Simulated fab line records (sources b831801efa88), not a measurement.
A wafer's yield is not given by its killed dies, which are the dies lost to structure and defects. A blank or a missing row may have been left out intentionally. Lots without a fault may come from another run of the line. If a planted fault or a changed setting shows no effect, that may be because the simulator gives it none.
Comparing a struck lot with a sound one	flow sky130	17 out of 708 route steps
Sound: wafers L553.2, L553.3, L553.4. Struck: wafers L567.1, L567.3, L567.6. The cause is named last.
Per side, at each step with rows, come the tool, then ch with its chambers, and then its first start. Under that, the readings that differ: sound wafers	struck wafers	difference of the means	sigmas: that difference in standard deviations of wafers without a fault.
alike: a reading whose means differ by less than 2 such deviations, as well as words and numbers matching on both sides. not compared: withheld readings; readings where some wafer has no value; bounds like >300 that might hide an equal value; numbers whose values overlap and for which the record gives no deviation.
Wherever a step has rows on one side only, a row that says differs or no value, or a row with sigmas, the two part there. Non-overlapping numbers with no deviation appear without sigmas and do not part them. Lack of a reading on every wafer of one side parts them only where that side has two or more wafers.

first, 1 step without rows for these wafers: SKY_VT_ADJUST_LVTN_IMPLANT_19.
SKY_VT_ADJUST_LVTN_STRIP_20: strips in O2/N2.
  sound on plasma asher-04 ch 0,1, day 7 19:52; struck on plasma asher-01 ch 0,1, day 11 21:30
  alike: drypump motor current A, n2 flow sccm, oes product au, strip time to endpoint s
  not compared: rf hours counter h
SKY_VT_ADJUST_LVTN_TW_MEAS_21:
  sound on film metro-03, day 7 19:59; struck on film metro-03, day 11 21:36
  alike: VT_ADJUST_LVTN_2_TW
then, 7 steps without rows for these wafers: SKY_VT_ADJUST_NCORE_DEHYDRATE_00 (time 60 s); SKY_VT_ADJUST_NCORE_HMDS_01 (prime time 60 s); SKY_VT_ADJUST_NCORE_COAT_02 (resist thk 1140 nm); SKY_VT_ADJUST_NCORE_SOFTBAKE_03 (time 60 s); SKY_VT_ADJUST_NCORE_EXPOSE_04 (exposes mask LVTN COMPLEMENT THIN, target cd 380 nm); SKY_VT_ADJUST_NCORE_PEB_05; SKY_VT_ADJUST_NCORE_DEVELOP_06 (develop time 60 s).
SKY_VT_ADJUST_NCORE_CD_MEAS_07: the cd target is 380 nm.
  sound on cd sem-01, day 8 16:08; struck on cd sem-02, day 12 22:04
  alike: cd nm
SKY_VT_ADJUST_NCORE_OVL_MEAS_08:
  sound on overlay-01, day 8 16:15; struck on overlay-01, day 12 22:11
  alike: VT_ADJUST_NCORE_OVL
SKY_VT_ADJUST_NCORE_IMPLANT_09:
  sound on implanter-02 ch 0, day 8 16:18; struck on implanter-02 ch 0, day 12 22:14
reading	sound	struck	difference	sigmas
beam on s (s)	10.15 9.87 10.12	11.20 10.75 10.83	+0.88	+5
end station pressure torr (Torr)	4.7e-06 5.37e-06 5.08e-06	6.116e-05 6.357e-05 6.079e-05	+5.679e-05	+99 or more
faraday current uA	13.32 13.68 13.37	11.67 12.18 12.04	-1.49	-6
SKY_VT_ADJUST_NCORE_STRIP_10: strips in O2/N2.
  sound on plasma asher-02 ch 0,1, day 8 16:26; struck on plasma asher-04 ch 0,1, day 12 22:23
  alike: drypump motor current A, n2 flow sccm, oes product au, strip time to endpoint s
  not compared: rf hours counter h
SKY_VT_ADJUST_NCORE_TW_MEAS_11:
  sound on film metro-01, day 8 16:32; struck on film metro-02, day 12 22:29
  alike: VT_ADJUST_NCORE_TW
then, 1 step without rows for these wafers: SKY_VT_ADJUST_HVTR_DEHYDRATE_00 (time 60 s).
-- a jump in the record: the struck wafers' starts before and after are 36 days apart (it breaks off in module VT_ADJUST_HVTR and resumes in module PAD_OPEN, where the first step shown is number 708 of the route) --
SKY_PAD_OPEN_PROBE_99:
  sound on prober-01, day 45 15:23; struck on prober-02, day 49 02:38
reading	sound	struck	difference	sigmas
model.etest.res pwell under gate.rs ohm sq	2270 2264 2264	2252 2215 2239	-31	
model.etest.pfet g5v0d10v5.off log10 a um	-12.08 -12.34 -12.27	-11.77 -11.51 -11.78	+0.54	
model.etest.pfet g5v0d10v5.vt sat v (V)	-0.5827 -0.612 -0.618	-0.5621 -0.5345 -0.5664	+0.0499	
model.etest.pfet_16v.vt v (V)	-1.079 -1.081 -1.081	-1.021 -1.027 -1.023	+0.057	
model.etest.pfet g5v0d10v5.vt v (V)	-0.7912 -0.8195 -0.8189	-0.7715 -0.7465 -0.7819	+0.0432	
model.etest.pfet g5v0d10v5.vt long v (V)	-0.9111 -0.9144 -0.9153	-0.8571 -0.8663 -0.8641	+0.0511	
model.etest.nfet g5v0d10v5.vt sat v (V)	0.7777 0.7717 0.7589	0.7885 0.7946 0.7941	+0.0230	
  alike: killed_at_M0_to_M3, killed_at_M4_up, killed at contacts, killed at front end, killed at other, killed dies, killed open, killed short
  not compared: model.etest.nfet_16v.r on ohm um

## WHERE THEY PART
Within this record, at SKY_VT_ADJUST_NCORE_IMPLANT_09 only. Later steps at which nothing parts them and some readings are alike: SKY_VT_ADJUST_NCORE_STRIP_10, SKY_VT_ADJUST_NCORE_TW_MEAS_11, SKY_PAD_OPEN_PROBE_99.

WHY: what the simulator had put in
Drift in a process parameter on implanter-02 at SKY_VT_ADJUST_NCORE_IMPLANT_09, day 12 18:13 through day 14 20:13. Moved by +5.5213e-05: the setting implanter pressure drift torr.
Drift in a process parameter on implanter-02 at SKY_VT_ADJUST_NCORE_IMPLANT_09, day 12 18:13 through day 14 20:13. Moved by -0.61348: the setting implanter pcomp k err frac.
